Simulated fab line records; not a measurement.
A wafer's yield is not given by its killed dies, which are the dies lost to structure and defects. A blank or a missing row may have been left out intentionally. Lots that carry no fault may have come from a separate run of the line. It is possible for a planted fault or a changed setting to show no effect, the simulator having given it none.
Chamber matching + flow gf180mcu + cmp-02 running GF_CONTACT_CMP_04: 4 sister chambers
The step polishes SiO2. 14 wafers are shown with their chamber, then 7 later ones without.

## WAFERS PAIRED WITH THEIR CHAMBERS
| wafer  | chamber | motorCurrentA (A) | timeToEndpointS (s) | retainingRingPressureFrac |
|--------|---------|-------------------|---------------------|---------------------------|
| L275.2 | 1       | 13.6              | 111                 | 0.993                     |
| L275.4 | 0       | 10.4              | 109                 | 0.998                     |
| L275.5 | 2       | 12.6              | 119                 | 1.004                     |
| L277.2 | 3       | 11.9              | 103                 | 0.996                     |
| L277.4 | 2       | 12.6              | 116                 | 1.000                     |
| L277.6 | 1       | 13.2              | 112                 | 1.005                     |
| L288.1 | 2       | 12.6              | 115                 | 0.995                     |
| L288.2 | 0       | 10.5              | 113                 | 1.005                     |
| L288.3 | 3       | 13.2              | 111                 | 0.995                     |
| L292.2 | 2       | 13.1              | 108                 | 0.990                     |
| L292.3 | 3       | 11.8              | 104                 | 0.998                     |
| L292.6 | 1       | 13.0              | 101                 | 1.000                     |
| L294.3 | 1       | 13.1              | 104                 | 0.994                     |
| L294.5 | 1       | 13.5              | 104                 | 0.993                     |

SIGNATURES, as means of the wafers listed above
| reading                   | chamber 0 | chamber 1 | chamber 2 | chamber 3 | scatter within a chamber |
|---------------------------|-----------|-----------|-----------|-----------|--------------------------|
| motorCurrentA             | 10.450    | 13.280    | 12.725    | 12.300    | 0.41                     |
| timeToEndpointS           | 111.00    | 106.40    | 114.50    | 106.00    | 4.52                     |
| retainingRingPressureFrac | 1.00150   | 0.99700   | 0.99725   | 0.99633   | 0.00504                  |
Rule: a wafer's distance from a chamber is the root of the sum, over the readings, of the square of ((its reading less the chamber's mean) divided by the reading's scatter). The wafer belongs to the nearest chamber; if the next one is less than 2 further off, it can't be placed. The scatter is the square root of a quotient: the sum, over the shown wafers, of each reading's squared deviation from its chamber's mean, divided by wafers minus chambers.

## WAFERS WHOSE CHAMBER IS MISSING
| wafer  | motorCurrentA (A) | timeToEndpointS (s) | retainingRingPressureFrac |
|--------|-------------------|---------------------|---------------------------|
| L294.6 | 10.5              | 115                 | 0.996                     |
| L296.3 | 13.4              | 104                 | 0.997                     |
| L296.4 | 11.9              | 120                 | 0.990                     |
| L296.5 | 12.4              | 112                 | 0.991                     |
| L298.1 | 11.6              | 118                 | 0.999                     |
| L298.2 | 13.6              | 105                 | 1.005                     |
| L298.4 | 12.1              | 118                 | 1.000                     |

## THE CHAMBER EACH PASSED THROUGH
| wafer  | from the rows above               | in truth |
|--------|-----------------------------------|----------|
| L294.6 | 0                                 | 0        |
| L296.3 | 1                                 | 1        |
| L296.4 | can't be placed: 2 or 3 or 0 or 1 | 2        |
| L296.5 | can't be placed: 2 or 3 or 1      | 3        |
| L298.1 | can't be placed: 2 or 3 or 0 or 1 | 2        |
| L298.2 | can't be placed: 1 or 2 or 3      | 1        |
| L298.4 | can't be placed: 2 or 3           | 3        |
Correctly placed: 2 of 7. Cannot be placed on the basis of these rows: 5; the candidates contain the true chamber in 5. 0 placed wrongly.
